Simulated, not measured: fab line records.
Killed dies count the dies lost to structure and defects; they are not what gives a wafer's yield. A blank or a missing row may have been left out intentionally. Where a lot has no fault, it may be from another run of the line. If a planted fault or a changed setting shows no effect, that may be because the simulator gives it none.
Which tool was responsible?	flow sky130	30 wafers from 10 lots sampled at 2 of the route's 708 steps

WHAT THE GAUGES SHOWED, per wafer
SKY_CAP2M_RS_MEAS_03: the measuring method here is four-point-probe.
lot	measured	on	CAP2M_TIN_RS (ohm/sq)
L818	day 39 10:34	filmMetro-04	6.95 6.94 6.91
L820	day 40 03:07	filmMetro-04	6.84 6.83 6.87
L823	day 41 04:04	filmMetro-04	6.93 6.92 6.89
L827	day 42 09:10	filmMetro-04	7.02 7.00 7.00
L828	day 42 19:38	filmMetro-04	6.89 6.93 6.93
L832	day 43 17:40	filmMetro-01	6.84 6.94 6.91
L833	day 43 22:39	filmMetro-02	6.98 6.98 6.98
L839	day 45 12:29	filmMetro-04	7.01 6.99 6.95
L841	day 45 20:47	filmMetro-02	6.78 6.85 6.82
L840	day 46 02:41	filmMetro-02	6.89 6.90 6.87

SKY_CAP2M_THK_MEAS_04: measures by xrf.
lot	measured	on	CAP2M_TIN_THK (nm)
L818	day 39 10:41	filmMetro-04	199.0 199.0 200.3
L820	day 40 03:14	filmMetro-04	201.3 201.7 200.9
L823	day 41 04:09	filmMetro-04	198.1 199.0 199.1
L827	day 42 09:17	filmMetro-04	197.1 198.0 198.0
L828	day 42 19:44	filmMetro-04	200.0 199.6 200.1
L832	day 43 17:47	filmMetro-01	202.0 198.7 201.5
L833	day 43 22:46	filmMetro-02	199.2 199.1 197.5
L839	day 45 12:35	filmMetro-04	198.3 197.3 199.0
L841	day 45 20:54	filmMetro-02	203.1 201.8 202.6
L840	day 46 02:48	filmMetro-02	201.6 200.4 201.8

EACH LOT AND THE TOOL THAT RAN IT (in order: tool; ch and the chambers of the sampled wafers; start)
Record: no process step prior to these readings.

WHAT THE TOOLS THEMSELVES READ (means of the sampled wafers that have a number; where no wafer has one, the mark that the record gives instead)
The record holds no such reading with a usual standard deviation.

THE ANSWER, worked out from the rows above alone
Rule: what is usual is taken from the lots themselves. The widest of any qualifying gaps counts: lots, ordered by their means at a reading, are off when they make up no more than a third of the lots, leave a main group of 4 or more, and stand apart from it by 3 or more times the standard deviation of that group's means. The tables above print the reading to a certain number of digits; a main group whose means all agree to those digits is not used. A lot without any number at a reading at which 4 lots or more have one is off too. The other lots that the step has rows for count as sound. After the gauges, taken in route order, come the tools' own readings; for these a lot's mean is taken, as printed above. The first step at which some lot is off is used, and at that step the reading that is off furthest; a lot without a number counts as furthest.
Nothing can be told from this: no lot is off at any reading shown.

WHAT THE SIMULATOR PUT IN
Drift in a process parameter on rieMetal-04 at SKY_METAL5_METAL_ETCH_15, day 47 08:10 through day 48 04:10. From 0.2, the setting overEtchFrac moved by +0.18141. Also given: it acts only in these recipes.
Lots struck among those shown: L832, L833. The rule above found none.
